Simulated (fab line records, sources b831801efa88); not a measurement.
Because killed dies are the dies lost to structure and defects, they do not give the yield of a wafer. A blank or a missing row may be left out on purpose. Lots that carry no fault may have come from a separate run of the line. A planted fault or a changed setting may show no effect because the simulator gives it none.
What tool caused it? | flow sky130 | 12 lots with 36 wafers sampled at 5 steps, on a route of 708 steps

== WHAT THE GAUGES READ, wafer by wafer ==
SKY_LI_CONTACT_BOW_MEAS_03. Usual: LI_CONTACT_BOW typically reads 56 um, with standard deviation 6.9.
lot  | measured     | on            | LI_CONTACT_BOW (um) | flag
L524 | day 25 16:19 | film metro-02 | 54 56 50            |
L528 | day 26 22:01 | film metro-04 | 47 43 69            |
L530 | day 27 10:08 | film metro-01 | 48 50 47            |
L531 | day 27 19:34 | film metro-04 | 59 59 61            |
L538 | day 29 14:10 | film metro-04 | 64 62 48            |
L540 | day 30 09:01 | film metro-04 | 54 62 58            |
L543 | day 38 09:41 | film metro-01 | 63 62 44            |
L541 | day 38 13:47 | film metro-04 | 48 57 62            |
L542 | day 38 15:39 | film metro-01 | 62 53 51            |
L544 | day 38 16:15 | film metro-02 | 49 65 53            |
L545 | day 38 17:25 | film metro-04 | 60 65 47            |
L546 | day 38 19:32 | film metro-02 | 48 70 52            |

SKY_LI_CONTACT_RS_MEAS_22: measures by four-point-probe. Usual: LI_CONTACT_W_RS typically reads 0.285 ohm/sq, with standard deviation 0.0037.
lot  | measured     | on            | LI_CONTACT_W_RS (ohm/sq) | flag
L524 | day 26 22:24 | film metro-01 | 0.291 0.291 0.282        |
L528 | day 28 03:47 | film metro-01 | 0.290 0.289 0.283        |
L530 | day 28 15:58 | film metro-04 | 0.283 0.285 0.286        |
L531 | day 29 01:16 | film metro-04 | 0.285 0.287 0.282        |
L538 | day 30 19:26 | film metro-01 | 0.284 0.285 0.289        |
L540 | day 31 15:26 | film metro-02 | 25.212 25.499 25.145     | OFF
L543 | day 39 12:44 | film metro-04 | 0.292 0.290 0.280        |
L541 | day 39 16:55 | film metro-04 | 25.380 25.410 25.533     | OFF
L542 | day 39 18:40 | film metro-02 | 25.087 25.466 25.659     | OFF
L544 | day 39 19:18 | film metro-01 | 0.276 0.290 0.283        |
L545 | day 39 20:19 | film metro-04 | 0.283 0.278 0.279        |
L546 | day 39 22:20 | film metro-04 | 0.292 0.283 0.285        |

SKY_LI_CONTACT_THK_MEAS_23: measures by xrf. Usual: LI_CONTACT_W_THK typically reads 388 nm, with standard deviation 5.7.
lot  | measured     | on            | LI_CONTACT_W_THK (nm) | flag
L524 | day 26 22:31 | film metro-01 | 386 381 398           |
L528 | day 28 03:54 | film metro-01 | 380 379 389           |
L530 | day 28 16:05 | film metro-04 | 388 384 381           |
L531 | day 29 01:23 | film metro-04 | 387 385 392           |
L538 | day 30 19:33 | film metro-01 | 386 385 382           |
L540 | day 31 15:33 | film metro-02 | <0 - -                | OFF
L543 | day 39 12:51 | film metro-04 | 380 381 394           |
L541 | day 39 17:02 | film metro-04 | <0 - <0               | OFF
L542 | day 39 18:47 | film metro-02 | - <0 -                | OFF
L544 | day 39 19:25 | film metro-01 | 402 387 397           |
L545 | day 39 20:26 | film metro-04 | 393 399 398           |
L546 | day 39 22:27 | film metro-04 | 378 390 387           |

SKY_CONTACT_OVL_MEAS_15. Usual: CONTACT_OVL typically reads 3 nm, with standard deviation 4.6.
lot  | measured     | on         | CONTACT_OVL (nm) | flag
L524 | day 29 10:41 | overlay-02 | 4 5 5            |
L528 | day 30 14:31 | overlay-01 | 1 2 -2           |
L530 | day 31 04:10 | overlay-01 | 1 -1 -4          |
L531 | day 31 14:22 | overlay-01 | 7 9 5            |
L538 | day 33 04:47 | overlay-02 | -2 2 3           |
L543 | day 41 16:56 | overlay-02 | -9 -4 -9         |
L544 | day 42 00:50 | overlay-01 | -2 6 -1          |
L545 | day 42 01:11 | overlay-01 | 6 2 4            |
L546 | day 42 02:59 | overlay-02 | 9 5 7            |

== TOOL THAT RAN EACH LOT (tool first, then ch and the chambers of the sampled wafers, then the start) ==
lot  | SKY_LI_CONTACT_CVD_21
L524 | cvd w-01 ch 0,1, day 26 22:17
L528 | cvd w-01 ch 0,1, day 28 03:39
L530 | cvd w-01 ch 0,1, day 28 15:50
L531 | cvd w-02 ch 1, day 29 01:02
L538 | cvd w-01 ch 0,1, day 30 19:18
L540 | cvd w-01 ch 1, day 31 15:18
L543 | cvd w-01 ch 0,1, day 39 12:35
L541 | cvd w-01 ch 0,1, day 39 16:46
L542 | cvd w-01 ch 0, day 39 18:31
L544 | cvd w-01 ch 0,1, day 39 19:09
L545 | cvd w-01 ch 0,1, day 39 20:10
L546 | cvd w-02 ch 0,1, day 39 22:11
- SKY_LI_CONTACT_CVD_21: deposits W, target thk 400 nm, time 120.56 s.

== AS READ BY THE TOOLS THEMSELVES (means over the sampled wafers that have a number; for cases with no such wafer, the mark the record gives instead) ==
SKY_LI_CONTACT_CVD_21. Usual: chamber pressure Torr 39.99 Torr, standard deviation 0.077; heater power outer w 504 W, standard deviation 48; heater power w 822 W, standard deviation 51.
lot  | tool     | chamber pressure Torr (Torr) | heater power outer w (W) | heater power w (W) | flag
L524 | cvd w-01 | 40.00                        | 496                      | 839                |
L528 | cvd w-01 | 39.98                        | 502                      | 830                |
L530 | cvd w-01 | 40.00                        | 483                      | 805                |
L531 | cvd w-02 | 40.09                        | 559                      | 862                |
L538 | cvd w-01 | 39.97                        | 501                      | 832                |
L540 | cvd w-01 | -                            | -                        | -                  | OFF
L543 | cvd w-01 | 39.93                        | 486                      | 814                |
L541 | cvd w-01 | -                            | -                        | -                  | OFF
L542 | cvd w-01 | -                            | -                        | -                  | OFF
L544 | cvd w-01 | 40.07                        | 454                      | 763                |
L545 | cvd w-01 | 39.98                        | 453                      | 783                |
L546 | cvd w-02 | 40.00                        | 541                      | 842                |

== THE ANSWER, worked out from the rows above alone ==
Rule: take the mean of a lot's wafers that have a number; if it is more than 3 standard deviations from the usual mean, the lot is off. Also off: a lot with no number at a reading for which 4 or more lots have one. All remaining lots with rows at the step are treated as sound. First the gauges in route order, then the tools' own readings, where a lot's mean is used as printed above. At the first step where some lot is off, the reading lying furthest off is the one used; lots without a number count as furthest.
Off: L540, L541, L542, seen at SKY_LI_CONTACT_RS_MEAS_22 (LI_CONTACT_W_RS).
If a tool, at a process step before that reading, ran all the lots that are off and no sound lot after the first of them, it fits. Not tried: the gauges at SKY_LI_CONTACT_RS_MEAS_22; whatever is off there is also off at SKY_LI_CONTACT_CVD_21, on other tools, and gauge error can't account for it. No candidate that was tried fits.

== WHAT WAS PUT IN BY THE SIMULATOR ==
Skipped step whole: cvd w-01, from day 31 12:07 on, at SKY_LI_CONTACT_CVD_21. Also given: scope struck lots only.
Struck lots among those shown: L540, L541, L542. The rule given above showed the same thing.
